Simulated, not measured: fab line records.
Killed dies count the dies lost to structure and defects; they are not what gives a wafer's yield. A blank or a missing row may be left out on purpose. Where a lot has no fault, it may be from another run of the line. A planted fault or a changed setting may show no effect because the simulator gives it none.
Which of the tools did it?    flow gf180mcu    13 lots with 39 wafers sampled at 4 steps, on a route of 602 steps

WHAT THE GAUGES SHOWED, per wafer
GF_MIM_THK_MEAS_06.
lot   measured      on             MIM_CVD_05_THK (nm)
L210  day 24 15:17  film-metro-01  41.4 42.4 42.2
L212  day 25 04:07  film-metro-01  42.0 42.8 43.1
L213  day 25 13:25  film-metro-01  41.9 42.0 42.3
L215  day 26 08:56  film-metro-04  42.4 42.7 43.7
L217  day 27 00:34  film-metro-02  41.4 42.2 42.3
L218  day 27 08:22  film-metro-01  41.7 42.6 41.8
L219  day 27 11:54  film-metro-02  41.6 42.3 41.6
L223  day 28 18:10  film-metro-01  42.7 42.1 42.7
L226  day 29 20:09  film-metro-02  41.9 42.0 42.6
L227  day 30 00:58  film-metro-01  41.4 42.5 42.4
L229  day 30 12:24  film-metro-01  42.6 41.9 42.0
L230  day 30 17:40  film-metro-02  41.7 41.5 42.2
L233  day 31 09:11  film-metro-01  41.9 42.5 41.8

GF_V5_CD_MEAS_14: target cd 260 nm.
lot   measured      on         cd-nm (nm)
L210  day 27 07:34  cd-sem-02  259.9 259.8 260.4
L212  day 27 20:54  cd-sem-02  259.8 260.0 260.7
L213  day 28 05:17  cd-sem-02  261.6 261.6 261.6
L215  day 28 22:37  cd-sem-02  262.5 261.8 261.7
L217  day 29 13:09  cd-sem-01  260.0 259.0 259.8
L218  day 29 20:42  cd-sem-02  261.3 260.8 260.9
L219  day 29 23:12  cd-sem-01  258.3 260.1 260.5
L223  day 31 03:26  cd-sem-01  260.3 259.7 260.2
L226  day 32 02:40  cd-sem-01  261.3 260.1 260.0
L227  day 32 07:21  cd-sem-01  261.9 261.0 261.5
L229  day 32 17:39  cd-sem-01  260.9 260.5 259.9
L230  day 32 23:12  cd-sem-01  260.1 260.1 261.0
L233  day 33 12:14  cd-sem-02  260.9 260.3 259.6

TOOL THAT RAN EACH LOT (tool first, then ch and the chambers of the sampled wafers, then the start)
lot   GF_STI_WET_ETCH_17              GF_V4_ETCH_16
L210  wet-bench-03 ch 2, day 2 02:54  rie-diel-04 ch 1,2, day 24 13:40
L212  wet-bench-04 ch 0, day 2 11:36  rie-diel-03 ch 1,2, day 25 02:31
L213  wet-bench-02 ch 3, day 2 17:59  rie-diel-04 ch 0,2,3, day 25 11:40
L215  wet-bench-03 ch 3, day 3 04:33  rie-diel-01 ch 1,2,3, day 26 07:19
L217  wet-bench-02 ch 1, day 3 14:21  rie-diel-04 ch 0,1, day 26 22:55
L218  wet-bench-04 ch 1, day 3 20:03  rie-diel-01 ch 0,1,2, day 27 06:46
L219  wet-bench-04 ch 0, day 4 00:36  rie-diel-03 ch 0,3, day 27 10:16
L223  wet-bench-02 ch 0, day 4 20:53  rie-diel-03 ch 0,1, day 28 16:34
L226  wet-bench-03 ch 1, day 5 11:44  rie-diel-01 ch 0,1, day 29 18:31
L227  wet-bench-03 ch 1, day 5 18:30  rie-diel-03 ch 0,1,3, day 29 23:21
L229  wet-bench-04 ch 1, day 6 03:45  rie-diel-03 ch 0,1,2, day 30 10:46
L230  wet-bench-04 ch 0, day 6 08:35  rie-diel-04 ch 1,2,3, day 30 16:04
L233  wet-bench-04 ch 1, day 7 00:12  rie-diel-03 ch 0,3, day 31 07:33
- GF_STI_WET_ETCH_17: etches Si3N4 in H3PO4, target depth 45 nm, time 514 s.
- GF_V4_ETCH_16: etches BARC in N2/H2.

WHAT THE TOOLS THEMSELVES READ (means of the sampled wafers that have a number; where no wafer has one, the mark that the record gives instead)
GF_V4_ETCH_16.
lot   tool         drypump-motor-current-A (A)  oes-product-au (a.u.)  rf-fwd-power-W (W)  throttle-valve-pct (%)
L210  rie-diel-04  5.4                          0.853                  494.4               13.222
L212  rie-diel-03  5.6                          0.851                  495.6               13.224
L213  rie-diel-04  5.2                          0.859                  494.0               13.231
L215  rie-diel-01  5.9                          0.856                  495.8               13.232
L217  rie-diel-04  5.1                          0.856                  493.0               13.227
L218  rie-diel-01  5.9                          0.853                  495.1               13.223
L219  rie-diel-03  5.0                          0.854                  496.2               13.238
L223  rie-diel-03  5.3                          0.855                  492.4               13.222
L226  rie-diel-01  6.1                          0.858                  495.5               13.225
L227  rie-diel-03  5.2                          0.856                  494.0               13.226
L229  rie-diel-03  5.5                          0.855                  493.6               13.231
L230  rie-diel-04  5.5                          0.854                  495.1               13.220
L233  rie-diel-03  5.2                          0.857                  493.0               13.234

THE ANSWER, worked out from the rows above alone
Rule: the usual values come from the lots themselves. The widest of any qualifying gaps counts: lots, ordered by their means at a reading, are off when they make up no more than a third of the lots, leave a main group of 4 or more, and stand apart from it by 3 or more times the standard deviation of that group's means. Not used: any main group whose means are identical at the precision the tables above print for the reading. A lot without any number at a reading at which 4 lots or more have one is off too. The other lots that the step has rows for count as sound. First the gauges in route order, then the tools' own readings, where a lot's mean is used as printed above. At the first step where some lot is off, the reading lying furthest off is the one used; lots without a number count as furthest.
Nothing can be told from this: no lot is off at any reading shown.

WHAT THE SIMULATOR HAD INSERTED
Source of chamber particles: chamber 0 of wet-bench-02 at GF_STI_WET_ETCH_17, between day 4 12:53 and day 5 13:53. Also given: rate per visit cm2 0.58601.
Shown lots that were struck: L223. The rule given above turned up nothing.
